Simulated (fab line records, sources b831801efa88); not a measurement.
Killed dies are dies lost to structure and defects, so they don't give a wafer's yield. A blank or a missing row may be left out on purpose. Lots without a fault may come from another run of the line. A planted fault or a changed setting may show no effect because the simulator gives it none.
One fault seen from 2 desks | flow sky130 | each desk has only its own numbers; what lay behind them comes last

THE TOOL OWNER'S DESK: pvd_sputter-03
The tool's own readings at SKY_LOCAL_INTERCONNECT_SPUTTER_00 (material TiN, target thk 100 nm, time 83.3 s): means of the sampled wafers that have a number, for each lot that ran on this tool. A lot is out of limits, marked OUT, if its mean lies more than 4 standard deviations from the usual mean; the brackets give that distance.
Columns: A = throttle_valve_pct at SKY_LOCAL_INTERCONNECT_SPUTTER_00, usual 30.0 %
lot  | first seen here | A
L538 | day 29 11:28    | 29.6
L545 | day 31 19:27    | 28.9
This desk's finding: nothing out of limits on any of the 2 lots.

THE METROLOGY DESK
What the gauges read, lot by lot, whatever tool the lot ran on: means of the sampled wafers that have a number. A lot is out of limits, marked OUT, if its mean lies more than 4 standard deviations from the usual mean; the brackets give that distance.
Columns: A = LI_CONTACT_W_THK at SKY_LI_CONTACT_THK_MEAS_23, usual 390 nm; B = LOCAL_INTERCONNECT_TIN_RS at SKY_LOCAL_INTERCONNECT_RS_MEAS_01, usual 14.15 ohm/sq; C = LOCAL_INTERCONNECT_TIN_THK at SKY_LOCAL_INTERCONNECT_THK_MEAS_02, usual 101.6 nm
lot  | first seen here | A   | B     | C
L537 | day 28 23:33    | 387 | 14.40 | 99.9
L538 | day 29 11:07    | 399 | 14.21 | 100.8
L545 | day 31 19:02    | 378 | 13.87 | 103.9
L550 | day 33 18:25    | 388 | 14.25 | 101.1
L553 | day 34 08:19    | 390 | 13.87 | 103.3
L554 | day 34 16:44    | 384 | 14.09 | 101.3
L556 | day 35 04:52    | 397 | 14.21 | 101.6
L557 | day 35 11:05    | 396 | 14.18 | 101.7
L559 | day 36 05:23    | 387 | 14.09 | 102.3
L560 | day 36 14:26    | 396 | 14.21 | 100.4
This desk's finding: nothing out of limits on any of the 10 lots.

PUT TOGETHER
The tool owner's desk saw nothing out of limits.
The metrology desk saw nothing out of limits.

WHAT THE SIMULATOR HAD PUT IN
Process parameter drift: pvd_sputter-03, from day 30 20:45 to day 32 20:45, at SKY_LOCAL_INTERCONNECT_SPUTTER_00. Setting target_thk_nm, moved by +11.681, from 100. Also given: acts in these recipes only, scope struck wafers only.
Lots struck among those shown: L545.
